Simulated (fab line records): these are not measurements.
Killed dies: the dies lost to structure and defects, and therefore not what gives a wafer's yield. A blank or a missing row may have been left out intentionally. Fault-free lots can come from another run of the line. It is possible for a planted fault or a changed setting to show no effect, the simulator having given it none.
A single fault, viewed from 2 desks :: flow gf180mcu :: only its own numbers are on each desk; what lay behind them is given at the end

THE TOOL OWNER'S DESK: pecvd-01
The tool's own readings at GF_SAB_CVD_00 (deposits SiO2 from TEOS, target thk 50 nm, time 4.9302 s): means of the sampled wafers that have a number, for each lot that ran on this tool. Marked OUT: a lot whose mean sits more than 4 standard deviations from the usual mean, which makes it out of limits; the brackets give that distance.
Columns: A = heater_power_w at GF_SAB_CVD_00, usual 682 W; B = rf_fwd_power_W at GF_SAB_CVD_00, usual 588.4 W
lot: L367
first seen here: day 15 06:20
A: 671
B: 591.1

lot: L368
first seen here: day 15 13:05
A: 756
B: 588.1

lot: L369
first seen here: day 15 17:53
A: 764
B: 587.7

lot: L374
first seen here: day 17 14:02
A: 664
B: 589.5

lot: L386
first seen here: day 21 23:46
A: 702
B: 587.4

lot: L388
first seen here: day 22 07:41
A: 714
B: 588.9
This desk's verdict: no lot among the 6 shows anything out of limits.

METROLOGY DESK
Lot by lot, what the gauges showed, no matter which tool ran the lot: averages of those sampled wafers that carry a number. Marked OUT: a lot whose mean sits more than 4 standard deviations from the usual mean, which makes it out of limits; the brackets give that distance.
Columns: A = cd_nm at GF_PSD_CD_MEAS_07, usual 399.5 nm; B = SAB_CVD_00_THK at GF_SAB_THK_MEAS_01, usual 49.9 nm; C = V1_CVD_00_THK at GF_V1_THK_MEAS_01, usual 626 nm
lot: L367
first seen here: day 15 05:29
A: 397.4
B: 49.7
C: 631

lot: L368
first seen here: day 15 12:16
A: 400.8
B: 50.2
C: 632

lot: L369
first seen here: day 15 17:02
A: 398.5
B: 49.8
C: 620

lot: L370
first seen here: day 16 01:17
A: 401.1
B: 48.5
C: 627

lot: L372
first seen here: day 16 18:59
A: 400.6
B: 49.2
C: 631

lot: L374
first seen here: day 17 13:14
A: 399.8
B: 55.2 (+8.3) OUT
C: 627

lot: L375
first seen here: day 17 21:35
A: 396.9
B: 49.8
C: 625

lot: L383
first seen here: day 20 13:02
A: 402.4
B: 49.3
C: 630

lot: L384
first seen here: day 21 03:08
A: 396.7
B: 50.1
C: 624

lot: L386
first seen here: day 21 22:56
A: 403.2
B: 50.0
C: 629

lot: L387
first seen here: day 22 01:43
A: 398.7
B: 49.9
C: 630

lot: L388
first seen here: day 22 06:49
A: 395.2
B: 49.8
C: 631
This desk's finding: out of limits on L374; first on L374, day 17 14:04 (SAB_CVD_00_THK at GF_SAB_THK_MEAS_01). L367, L368, L369, L370, L372, L375, L383, L384, L386, L387, L388: within limits.

TAKEN TOGETHER
The metrology desk could have raised an alarm at day 17 14:04, on L374.
Nothing out of limits was seen by the tool owner's desk.
Tool owner's desk: L374 on record, inside its limits.
All the named lots went through GF_SAB_CVD_00 on pecvd-01.

WHAT WAS PUT IN BY THE SIMULATOR
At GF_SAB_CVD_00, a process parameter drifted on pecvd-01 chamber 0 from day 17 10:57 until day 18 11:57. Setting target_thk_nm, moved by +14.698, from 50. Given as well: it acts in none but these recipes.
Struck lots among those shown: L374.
Delay in hours, fault start to first out-of-limits reading, per desk: metrology desk 3.
